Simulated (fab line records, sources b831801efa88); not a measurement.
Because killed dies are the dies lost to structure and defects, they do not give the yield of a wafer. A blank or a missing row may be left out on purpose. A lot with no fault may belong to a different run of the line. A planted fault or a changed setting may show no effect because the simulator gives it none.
What tool caused it?	flow sky130	13 lots with 39 wafers sampled at 3 steps, on a route of 708 steps

## WHAT THE GAUGES SHOWED, per wafer
SKY_PASSIVATION_THK_MEAS_01.
lot	measured	on	PASSIVATION_CVD_00_THK (nm)
L186	day 43 15:05	film metro-03	88.5 88.6 90.5
L187	day 44 04:02	film metro-03	88.2 90.2 90.4
L188	day 44 05:09	film metro-01	87.2 90.3 90.1
L189	day 44 21:02	film metro-02	91.1 90.9 90.5
L192	day 45 05:48	film metro-01	89.6 89.1 91.0
L193	day 45 13:20	film metro-01	90.3 92.0 92.9
L194	day 46 05:37	film metro-03	90.0 89.5 91.0
L195	day 46 05:41	film metro-01	89.9 89.4 87.5
L202	day 48 02:27	film metro-01	89.5 89.3 90.9
L203	day 48 11:11	film metro-02	90.4 92.0 91.0
L206	day 48 23:55	film metro-01	90.0 90.3 90.5
L207	day 49 00:24	film metro-02	91.3 92.2 91.6
L208	day 49 10:59	film metro-01	90.4 91.0 91.8

## WHAT TOOL EACH LOT RAN ON (gives the tool, then ch and the chambers of the sampled wafers, and finally the start)
lot	SKY_LOCAL_INTERCONNECT_CLEAN_18	SKY_METAL5_SPUTTER_04
L186	wet bench-03 ch 0, day 30 03:34	pvd sputter-03, day 42 15:06
L187	wet bench-03 ch 3, day 30 18:41	pvd sputter-03, day 43 03:41
L188	wet bench-04 ch 0, day 30 23:13	pvd sputter-03, day 43 06:11
L189	wet bench-04 ch 2, day 31 11:58	pvd sputter-01, day 43 22:16
L192	wet bench-04 ch 2, day 32 05:15	pvd sputter-01, day 44 06:19
L193	wet bench-04 ch 1, day 32 14:26	pvd sputter-03, day 44 14:58
L194	wet bench-03 ch 2, day 33 09:05	pvd sputter-03, day 45 08:02
L195	wet bench-04 ch 3, day 33 09:28	pvd sputter-04, day 45 08:02
L202	wet bench-03 ch 0, day 35 19:10	pvd sputter-03, day 47 06:19
L203	wet bench-03 ch 3, day 36 06:44	pvd sputter-04, day 47 15:19
L206	wet bench-03 ch 1, day 36 21:56	pvd sputter-01, day 48 04:37
L207	wet bench-01 ch 1, day 37 00:16	pvd sputter-03, day 48 04:58
L208	wet bench-04 ch 1, day 37 18:30	pvd sputter-01, day 48 16:39
- SKY_LOCAL_INTERCONNECT_CLEAN_18: cleans in O3/DIW.
- SKY_METAL5_SPUTTER_04: material TiN, target thk 70 nm, time 58.3 s.

## AS READ BY THE TOOLS THEMSELVES (means over the sampled wafers that have a number; for cases with no such wafer, the mark the record gives instead)
SKY_METAL5_SPUTTER_04.
lot	tool	throttle valve pct (%)
L186	pvd sputter-03	30.5
L187	pvd sputter-03	30.3
L188	pvd sputter-03	30.0
L189	pvd sputter-01	30.2
L192	pvd sputter-01	30.3
L193	pvd sputter-03	30.5
L194	pvd sputter-03	30.4
L195	pvd sputter-04	30.1
L202	pvd sputter-03	30.4
L203	pvd sputter-04	29.9
L206	pvd sputter-01	29.9
L207	pvd sputter-03	30.4
L208	pvd sputter-01	29.9

## THE ANSWER, worked out from the rows above alone
Rule: usual is defined by the lots themselves. The widest of any qualifying gaps counts: lots, ordered by their means at a reading, are off when they make up no more than a third of the lots, leave a main group of 4 or more, and stand apart from it by 3 or more times the standard deviation of that group's means. If all means in a main group match to the digits the tables above print for the reading, that group is not used. Also off: a lot with no number at a reading for which 4 or more lots have one. Any other lot the step has rows for is counted as sound. First the gauges in route order, then the tools' own readings, where a lot's mean is used as printed above. The first step at which some lot is off is used, and at that step the reading that is off furthest; a lot without a number counts as furthest.
Nothing can be told from this: no lot is off at any reading shown.

## WHAT THE SIMULATOR HAD PUT IN
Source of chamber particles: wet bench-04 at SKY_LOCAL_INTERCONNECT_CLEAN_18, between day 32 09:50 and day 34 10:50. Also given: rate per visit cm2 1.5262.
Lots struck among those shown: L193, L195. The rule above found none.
